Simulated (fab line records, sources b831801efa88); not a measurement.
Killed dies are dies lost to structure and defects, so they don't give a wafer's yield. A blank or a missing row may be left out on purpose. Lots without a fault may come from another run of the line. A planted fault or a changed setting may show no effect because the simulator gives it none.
Which tool did it? | flow gf180mcu | 12 lots, 36 wafers sampled, at 5 steps of a route of 602

WHAT THE GAUGES READ, wafer by wafer
GF_STI_CD_MEAS_12: target cd 220 nm.
lot  | measured    | on        | cd_nm (nm)
L987 | day 2 06:41 | cd_sem-02 | 218.0 220.3 218.1
L988 | day 2 11:34 | cd_sem-02 | 221.4 221.5 219.9
L989 | day 2 19:21 | cd_sem-01 | 220.1 220.0 221.1
L990 | day 2 22:17 | cd_sem-01 | 219.8 219.8 221.4
L993 | day 3 13:34 | cd_sem-02 | 220.6 220.8 221.9
L994 | day 3 20:05 | cd_sem-01 | 222.6 220.9 221.6
L996 | day 4 06:19 | cd_sem-02 | 218.9 219.8 219.1
L102 | day 5 12:04 | cd_sem-02 | 217.0 216.1 217.3
L104 | day 5 21:46 | cd_sem-01 | 218.1 218.5 218.4
L105 | day 6 02:31 | cd_sem-02 | 218.2 220.0 218.8
L108 | day 6 22:19 | cd_sem-01 | 220.6 221.8 221.5
L109 | day 7 03:59 | cd_sem-01 | 220.4 219.0 218.9

GF_STI_THK_MEAS_24.
lot  | measured    | on            | STI_CVD_23_THK (nm)
L987 | day 2 09:34 | film_metro-04 | 653 646 646
L988 | day 2 14:32 | film_metro-03 | 651 657 653
L989 | day 2 21:20 | film_metro-02 | 640 649 651
L990 | day 3 00:39 | film_metro-03 | 638 649 653
L993 | day 3 15:35 | film_metro-02 | 652 646 643
L994 | day 3 22:06 | film_metro-02 | 642 643 646
L996 | day 4 08:22 | film_metro-03 | 657 651 650
L102 | day 5 14:05 | film_metro-03 | 844 858 645
L104 | day 6 04:20 | film_metro-04 | 847 845 661
L105 | day 6 06:51 | film_metro-04 | 649 648 654
L108 | day 7 01:06 | film_metro-02 | 652 647 647
L109 | day 7 06:10 | film_metro-02 | 658 661 657

WHICH TOOL RAN EACH LOT (tool, then ch and the chambers of the sampled wafers, then the start)
lot  | GF_STI_DEHYDRATE_05              | GF_STI_STRIP_15                     | GF_STI_CVD_23
L987 | litho_track-02 ch 0, day 1 23:45 | plasma_asher-02 ch 0, day 2 06:56   | hdpcvd-02 ch 1,2, day 2 09:29
L988 | litho_track-01 ch 0, day 2 05:05 | plasma_asher-01 ch 0, day 2 11:51   | hdpcvd-01 ch 0,2, day 2 14:28
L989 | litho_track-02 ch 0, day 2 12:18 | plasma_asher-01 ch 0, day 2 19:36   | hdpcvd-02 ch 1,2, day 2 21:14
L990 | litho_track-01 ch 0, day 2 15:30 | plasma_asher-01 ch 0,1, day 2 22:32 | hdpcvd-02 ch 0,2, day 3 00:34
L993 | litho_track-02 ch 0, day 3 06:37 | plasma_asher-02 ch 0,1, day 3 13:50 | hdpcvd-02 ch 1,2, day 3 15:31
L994 | litho_track-02 ch 0, day 3 13:24 | plasma_asher-01 ch 0,1, day 3 20:21 | hdpcvd-01 ch 0,1,2, day 3 22:01
L996 | litho_track-01 ch 0, day 3 23:14 | plasma_asher-02 ch 0,1, day 4 06:36 | hdpcvd-02 ch 1,2, day 4 08:17
L102 | litho_track-02 ch 0, day 5 04:19 | plasma_asher-02 ch 0,1, day 5 12:20 | hdpcvd-02 ch 0,2, day 5 14:01
L104 | litho_track-01 ch 0, day 5 14:10 | plasma_asher-03 ch 0,1, day 5 22:02 | hdpcvd-02 ch 0,1, day 6 04:15
L105 | litho_track-04 ch 0, day 5 18:55 | plasma_asher-02 ch 0,1, day 6 02:47 | hdpcvd-01 ch 0,2, day 6 06:46
L108 | litho_track-02 ch 0, day 6 14:07 | plasma_asher-01 ch 0,1, day 6 22:35 | hdpcvd-01 ch 0,1, day 7 01:01
L109 | litho_track-01 ch 0, day 6 19:33 | plasma_asher-02 ch 0,1, day 7 04:14 | hdpcvd-01 ch 0,1, day 7 06:05
- GF_STI_DEHYDRATE_05: time 62.78 s.
- GF_STI_STRIP_15: strips in O2/N2.
- GF_STI_CVD_23: deposits SiO2, target thk 650 nm, time 108.3 s.

WHAT THE TOOLS THEMSELVES READ (means of the sampled wafers that have a number; where no wafer has one, the mark that the record gives instead)
GF_STI_DEHYDRATE_05.
lot  | tool           | plate_sensor_t_centre_C (C) | plate_sensor_t_edge_C (C)
L987 | litho_track-02 | 201.07                      | 201.55
L988 | litho_track-01 | 201.06                      | 201.55
L989 | litho_track-02 | 201.07                      | 201.54
L990 | litho_track-01 | 201.06                      | 201.56
L993 | litho_track-02 | 201.07                      | 201.54
L994 | litho_track-02 | 201.07                      | 201.55
L996 | litho_track-01 | 201.06                      | 201.56
L102 | litho_track-02 | 201.07                      | 201.57
L104 | litho_track-01 | 201.07                      | 201.55
L105 | litho_track-04 | 201.07                      | 201.57
L108 | litho_track-02 | 201.07                      | 201.55
L109 | litho_track-01 | 201.07                      | 201.55

GF_STI_STRIP_15.
lot  | tool            | drypump_motor_current_A (A) | heater_power_w (W) | o2_flow_sccm (sccm) | oes_product_au (a.u.) | platen_temp_c (C) | strip_time_to_endpoint_s (s)
L987 | plasma_asher-02 | 5.0                         | 345                | 2994                | 0.383                 | 249.86            | 3.75
L988 | plasma_asher-01 | 6.6                         | 351                | 2989                | 0.389                 | 250.15            | 3.76
L989 | plasma_asher-01 | 6.6                         | 349                | 3000                | 0.394                 | 250.15            | 3.85
L990 | plasma_asher-01 | 6.5                         | 347                | 3001                | 0.383                 | 250.11            | 3.74
L993 | plasma_asher-02 | 5.3                         | 360                | 3012                | 0.383                 | 250.28            | 3.75
L994 | plasma_asher-01 | 6.5                         | 350                | 2999                | 0.387                 | 250.15            | 3.78
L996 | plasma_asher-02 | 5.3                         | 365                | 2993                | 0.383                 | 250.13            | 3.75
L102 | plasma_asher-02 | 5.3                         | 362                | 3004                | 0.389                 | 250.06            | 3.75
L104 | plasma_asher-03 | 5.8                         | 338                | 2994                | 0.387                 | 250.13            | 3.79
L105 | plasma_asher-02 | 5.6                         | 382                | 2995                | 0.384                 | 250.08            | 3.73
L108 | plasma_asher-01 | 6.3                         | 348                | 3004                | 0.385                 | 250.10            | 3.79
L109 | plasma_asher-02 | 5.3                         | 362                | 3003                | 0.388                 | 249.97            | 3.76

THE ANSWER, worked out from the rows above alone
Rule: what is usual is taken from the lots themselves. Put in order of their means at a reading, lots are off if they are a third of the lots or fewer, leave a main group of 4 or more, and stand apart from it by a gap of 3 or more times the standard deviation of the main group's means; of several such gaps the widest counts. A main group whose means are all the same, to the digits that the tables above print for the reading, isn't used. A lot without any number at a reading at which 4 lots or more have one is off too. The other lots that the step has rows for count as sound. The gauges are gone through in route order, then the tools' own readings, and for those a lot's mean is taken as printed above. The first step at which some lot is off is used, and at that step the reading that is off furthest; a lot without a number counts as furthest.
Off: L102, L104, at GF_STI_THK_MEAS_24 (STI_CVD_23_THK). The main group: mean 650 nm, standard deviation 4.1.
A tool fits if, at a process step before that reading, it ran every lot that is off, and no sound lot after the first of them. The gauges at GF_STI_THK_MEAS_24 are tried like those tools. One fits: hdpcvd-02 at GF_STI_CVD_23. Its last sound lot is L996 (day 4 08:17), its first lot that is off L102 (day 5 14:01): a fault that began between those two fits.

WHAT THE SIMULATOR HAD PUT IN
Process parameter drift: hdpcvd-02, from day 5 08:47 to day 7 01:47, at GF_STI_CVD_23. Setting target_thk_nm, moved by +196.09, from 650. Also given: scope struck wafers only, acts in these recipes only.
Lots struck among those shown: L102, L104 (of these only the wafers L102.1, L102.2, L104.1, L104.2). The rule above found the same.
